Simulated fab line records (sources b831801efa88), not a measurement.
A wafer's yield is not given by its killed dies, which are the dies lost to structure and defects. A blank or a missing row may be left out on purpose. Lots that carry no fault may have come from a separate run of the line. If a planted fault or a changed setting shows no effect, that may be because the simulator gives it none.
A struck lot beside a sound one / flow sky130 / 15 steps out of a route of 708
Sound: wafers L684.2, L684.3, L684.4. The struck wafers were L676.1, L676.4, L676.5. The cause comes at the end.
Each step with rows lists, per side, the tool, then ch with its chambers, then its first start. Under that, the readings that differ: sound wafers / struck wafers / difference of the means / sigmas: that difference in standard deviations of wafers without a fault.
alike: readings with means less than 2 such deviations apart, plus words and numbers identical on both sides. not compared: withheld readings, readings lacking a value on some wafer, bounds such as >300 that could conceal the same value, and numbers that have no deviation in the record and whose values overlap.
The two part at a step that has a row with sigmas, a row that says differs or no value, or rows on one side only. Non-overlapping numbers with no deviation appear without sigmas and do not part them. Lack of a reading on every wafer of one side parts them only where that side has two or more wafers.

first, 8 steps without rows for these wafers: SKY_VIA3_DEHYDRATE_04 (time 60 s); SKY_VIA3_HMDS_05 (prime time 60 s); SKY_VIA3_COAT_06 (resist thk 60 nm); SKY_VIA3_COAT_07 (resist thk 450 nm); SKY_VIA3_SOFTBAKE_08 (time 90 s); SKY_VIA3_EXPOSE_09 (exposes mask VIM3, target cd 200 nm); SKY_VIA3_PEB_10; SKY_VIA3_DEVELOP_11 (develop time 60 s).
SKY_VIA3_CD_MEAS_12 targets a cd of 200 nm.
  struck on cdSem-01, day 41 13:47; sound on cdSem-01, day 43 13:35
  alike: cdNm
SKY_VIA3_OVL_MEAS_13:
  struck on overlay-02, day 41 13:54; sound on overlay-01, day 43 13:41
reading=VIA3_OVL (nm); sound=3 -1 2; struck=-10 -4 -16; difference=-11; sigmas=-2
SKY_VIA3_ETCH_14: etches BARC in N2/H2, stops on SiO2, time 45.9 s, target depth 60 nm.
  sound on rieDiel-02 ch 2,3, day 43 13:43; struck on rieDiel-02 ch 0,2,3, day 41 13:56
  alike: drypumpMotorCurrentA, oesProductAu, throttleValvePct
  not compared: rfHoursCounterH
SKY_VIA3_ETCH_15: etches SiO2 in C4F8/O2/Ar, stops on TiN, target depth 507 nm, time 78 s.
  sound on rieDiel-02 ch 2,3, day 43 13:46; struck on rieDiel-02 ch 0,2,3, day 41 13:59
  alike: oesProductAu
SKY_VIA3_STRIP_16: strips in O2/N2.
  sound on plasmaAsher-03 ch 0,1, day 43 13:50; struck on plasmaAsher-04 ch 0,1, day 41 14:02
  no value came back on the struck wafers for any of 5 readings (chamberPressureMTorr (mTorr), drypumpMotorCurrentA (A) and others); on the sound wafers chamberPressureMTorr (mTorr) reads 1499.0 1499.1 1500.7
reading=model.KrF-thick_of_VIA3_COAT_07.thkNm (nm); sound=0 0 0; struck=293.6 291.2 293.8; difference=+292.9; sigmas=
  not compared: rfHoursCounterH
then, 1 step without rows for these wafers: SKY_VIA3_STRIP_17 (strips in post etch residue remover, time 1200 s).
-- the record jumps here: 6 days lie between the struck wafers' starts before and after (it left off in module VIA3 and takes up again in module PAD_OPEN, whose first step shown is number 708 of the route) --
SKY_PAD_OPEN_PROBE_99:
  struck on prober-01, day 47 08:07; sound on prober-02, day 49 00:14
reading=defectLimitedYield (%); sound=85.6 81.9 81.9; struck=0 0 0; difference=-83; sigmas=-44
reading=killed_at_M0_to_M3; sound=39 47 39; struck=436 445 451; difference=+402; sigmas=+54
reading=killedDies; sound=71 89 89; struck=492 492 492; difference=+409; sigmas=+44
reading=killedOnRim; sound=16 18 15; struck=96 96 96; difference=+80; sigmas=+20
reading=sort_bin_3_pad_short (%); sound=0.6 0.2 0.2; struck=1.2 2.2 1.0; difference=+1.1; sigmas=+2
reading=sort_bin_5_function (%); sound=8.9 12.8 12.0; struck=93.5 92.3 93.7; difference=+81.9; sigmas=+55
reading=sortNPass; sound=421 403 403; struck=0 0 0; difference=-409; sigmas=-44
reading=sortYieldPct (%); sound=85.6 81.9 81.9; struck=0 0 0; difference=-83; sigmas=-44
  alike: killed_at_M4_up, killedAtContacts, killedAtFrontEnd, killedAtOther, killedOpen, killedShort, sort_bin_6_memory

## WHERE THEY PART
At SKY_VIA3_OVL_MEAS_13 first; at SKY_PAD_OPEN_PROBE_99 last (within this record only).

WHY: what had been put in by the simulator
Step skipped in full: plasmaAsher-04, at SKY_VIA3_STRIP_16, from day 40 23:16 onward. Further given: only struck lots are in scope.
